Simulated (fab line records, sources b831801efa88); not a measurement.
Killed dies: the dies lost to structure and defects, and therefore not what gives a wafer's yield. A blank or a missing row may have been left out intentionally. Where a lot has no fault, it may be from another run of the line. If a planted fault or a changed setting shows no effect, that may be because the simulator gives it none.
Matching of chambers -- flow gf180mcu -- GF_CONTACT_CMP_27 on cmp-01: 4 sister chambers
The step polishes, stops on SiO2, t overpolish 15 s, target thk 0 nm. 18 wafers are shown with their chamber, then 9 later ones without.

## WAFERS WITH THEIR CHAMBER
wafer,chamber,motor current A (A),head pressure psi (psi),time to endpoint s (s)
L372.1,3,10.4,3.500,73.8
L372.5,1,11.0,3.508,71.7
L372.6,0,10.6,3.510,70.7
L378.2,1,11.9,3.492,72.9
L378.5,3,10.3,3.497,73.7
L378.6,0,10.0,3.494,73.4
L379.1,3,10.5,3.490,76.5
L379.3,0,10.2,3.500,73.6
L379.4,1,10.9,3.502,73.9
L380.1,3,10.3,3.504,73.8
L380.3,2,12.1,3.523,74.9
L380.4,1,11.4,3.495,73.4
L381.4,0,9.6,3.504,71.8
L381.5,3,10.3,3.501,74.4
L381.6,0,10.2,3.492,70.1
L382.1,0,10.2,3.498,76.9
L382.4,1,11.5,3.494,76.6
L382.5,2,12.1,3.507,78.8

SIGNATURES (averages over the wafers above)
reading,chamber 0,chamber 1,chamber 2,chamber 3,scatter within a chamber
motor current A,10.133,11.340,12.100,10.360,0.295
head pressure psi,3.49967,3.49820,3.51500,3.49840,0.00675
time to endpoint s,72.750,73.700,76.850,74.440,2.02
Rule: a wafer lies at a distance from a chamber equal to the root of the sum of squares, over the readings, of (its reading less the chamber's mean, divided by the reading's scatter). If the next closest chamber is less than 2 further off than the closest, the wafer can't be placed; otherwise it belongs to the closest. How the scatter is found: for the shown wafers, subtract from each reading the mean of its chamber, square and add these, divide the total by (wafers less chambers), then take the root.

## WAFERS WITHOUT THEIR CHAMBER
wafer,motor current A (A),head pressure psi (psi),time to endpoint s (s)
L383.1,10.8,3.494,70.6
L383.2,10.4,3.501,71.6
L383.5,11.4,3.512,70.6
L391.1,11.4,3.498,73.0
L391.2,10.5,3.501,72.6
L391.6,9.9,3.499,72.1
L395.1,10.2,3.499,71.5
L395.2,10.5,3.498,72.5
L395.3,10.5,3.500,68.9

## CHAMBER TAKEN BY EACH
wafer,from the rows above,in truth
L383.1,can't be placed: 1 or 3 or 0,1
L383.2,can't be placed: 0 or 3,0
L383.5,can't be placed: 1 or 2 or 3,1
L391.1,1,1
L391.2,can't be placed: 3 or 0 or 1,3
L391.6,can't be placed: 0 or 3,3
L395.1,can't be placed: 0 or 3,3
L395.2,can't be placed: 3 or 0 or 1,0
L395.3,can't be placed: 0 or 3 or 1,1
1 of 9 placed correctly. Can't be placed from these rows: 8 (the true chamber is among the candidates in 8). Placed wrongly: 0.
